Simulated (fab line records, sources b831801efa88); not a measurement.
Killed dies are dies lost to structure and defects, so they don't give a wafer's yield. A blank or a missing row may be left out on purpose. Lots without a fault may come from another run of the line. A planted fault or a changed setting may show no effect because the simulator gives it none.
One fault seen from 2 desks | flow sky130 | each desk has only its own numbers; what lay behind them comes last

THE METROLOGY DESK
What the gauges read, lot by lot, whatever tool the lot ran on: means of the sampled wafers that have a number. A lot is out of limits, marked OUT, if its mean lies more than 4 standard deviations from the usual mean; the brackets give that distance.
Columns: A = CAP2M_TIN_RS at SKY_CAP2M_RS_MEAS_03, usual 6.90 ohm/sq; B = VIA4_OVL at SKY_VIA4_OVL_MEAS_11, usual 0.1 nm
lot  | first seen here | A    | B
L823 | day 39 22:59    | 6.91 | 1.2
L824 | day 40 02:01    | 6.91 | 0.2
L825 | day 40 10:37    | 6.93 | 1.6
L826 | day 40 15:53    | 6.89 | -1.7
L829 | day 41 16:01    | 6.92 | -0.0
L828 | day 41 20:17    | 6.91 | -1.0
L831 | day 42 13:35    | 6.90 | 1.6
L832 | day 42 22:32    | 6.86 | 0.5
L839 | day 44 16:47    | 6.80 | -0.1
L846 | day 46 00:32    | 6.88 | 0.1
L845 | day 46 02:45    | 6.93 | -0.8
This desk's finding: nothing out of limits on any of the 11 lots.

THE TOOL OWNER'S DESK: pvd_sputter-01
The tool's own readings at SKY_METAL3_SPUTTER_01 (material TiN, target thk 20 nm, time 16.7 s): means of the sampled wafers that have a number, for each lot that ran on this tool. A lot is out of limits, marked OUT, if its mean lies more than 4 standard deviations from the usual mean; the brackets give that distance.
Columns: A = throttle_valve_pct at SKY_METAL3_SPUTTER_01, usual 29.9 %
lot  | first seen here | A
L823 | day 36 14:16    | 29.4
L824 | day 36 17:51    | 29.5
L826 | day 37 07:27    | 29.4
L832 | day 39 17:37    | 29.8
L839 | day 41 15:01    | 29.8
This desk's finding: nothing out of limits on any of the 5 lots.

PUT TOGETHER
The metrology desk saw nothing out of limits.
The tool owner's desk saw nothing out of limits.

WHAT THE SIMULATOR HAD PUT IN
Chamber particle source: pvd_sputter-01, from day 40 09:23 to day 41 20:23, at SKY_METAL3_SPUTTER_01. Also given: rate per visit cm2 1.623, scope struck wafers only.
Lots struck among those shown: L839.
